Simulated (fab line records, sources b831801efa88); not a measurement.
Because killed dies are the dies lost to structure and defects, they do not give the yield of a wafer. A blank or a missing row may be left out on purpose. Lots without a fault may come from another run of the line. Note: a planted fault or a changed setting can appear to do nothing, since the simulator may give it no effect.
Which tool is to blame? ; flow sky130 ; 39 wafers from 13 lots sampled at 2 of the route's 708 steps

WHAT THE GAUGES READ, wafer by wafer
SKY_VT_ADJUST_NCORE_CD_MEAS_07: target cd 380 nm. Usual: cd_nm at 379.2 nm, with a standard deviation of 2.8.
lot;measured;on;cd_nm (nm);flag
L343;day 8 18:46;cd_sem-01;380.0 382.7 379.9;
L345;day 9 18:52;cd_sem-01;375.4 376.0 374.8;
L347;day 9 20:28;cd_sem-01;378.4 377.0 377.5;
L348;day 10 13:25;cd_sem-02;377.7 379.4 376.6;
L349;day 10 13:57;cd_sem-01;380.1 378.3 381.2;
L352;day 11 11:11;cd_sem-02;385.5 385.6 384.8;
L354;day 11 20:34;cd_sem-01;379.7 382.0 379.7;
L360;day 13 19:05;cd_sem-02;377.5 378.5 378.7;
L361;day 13 21:50;cd_sem-01;381.2 379.6 381.8;
L362;day 14 09:25;cd_sem-01;378.5 378.1 378.7;
L363;day 14 09:40;cd_sem-02;378.2 379.2 378.4;
L365;day 15 02:05;cd_sem-02;379.3 381.5 380.8;
L366;day 15 10:38;cd_sem-02;378.4 378.4 380.1;

SKY_POLY_GATE_CD_MEAS_13: target cd 150 nm. Usual: cd_nm at 149.6 nm, with a standard deviation of 1.3.
lot;measured;on;cd_nm (nm);flag
L343;day 16 12:22;cd_sem-02;150.5 150.3 150.2;
L345;day 17 17:34;cd_sem-01;148.8 149.7 149.3;
L347;day 18 00:38;cd_sem-02;149.4 150.0 149.9;
L348;day 18 23:16;cd_sem-02;149.8 148.6 149.4;
L349;day 19 00:32;cd_sem-02;150.1 149.2 148.7;
L352;day 20 00:58;cd_sem-02;151.6 152.2 152.6;
L354;day 20 14:03;cd_sem-02;147.5 146.7 146.9;
L360;day 22 18:53;cd_sem-01;149.0 146.8 148.4;
L361;day 22 22:49;cd_sem-02;147.3 148.1 146.8;
L362;day 23 15:22;cd_sem-01;149.6 150.6 150.1;
L363;day 23 15:29;cd_sem-02;151.8 152.6 151.4;
L365;day 24 13:59;cd_sem-02;149.0 149.2 149.6;
L366;day 24 20:34;cd_sem-01;150.0 149.5 150.1;

EACH LOT AND THE TOOL THAT RAN IT (in order: tool; ch and the chambers of the sampled wafers; start)
No process step before these readings appears in the record.

AS READ BY THE TOOLS THEMSELVES (means over the sampled wafers that have a number; for cases with no such wafer, the mark the record gives instead)
The record holds no such reading with a usual standard deviation.

THE ANSWER, worked out from the rows above alone
Rule: take the mean of a lot's wafers that have a number; if it is more than 3 standard deviations from the usual mean, the lot is off. A lot without any number at a reading at which 4 lots or more have one is off too. Where the step has rows for the other lots, those lots are counted as sound. Order of review: gauges by route order, followed by the tools' own readings, for which a lot's mean as printed above is used. The first step at which some lot is off is used, and at that step the reading that is off furthest; a lot without a number counts as furthest.
Across all readings shown, no lot is off: no conclusion can be drawn from this.

WHAT THE SIMULATOR HAD INSERTED
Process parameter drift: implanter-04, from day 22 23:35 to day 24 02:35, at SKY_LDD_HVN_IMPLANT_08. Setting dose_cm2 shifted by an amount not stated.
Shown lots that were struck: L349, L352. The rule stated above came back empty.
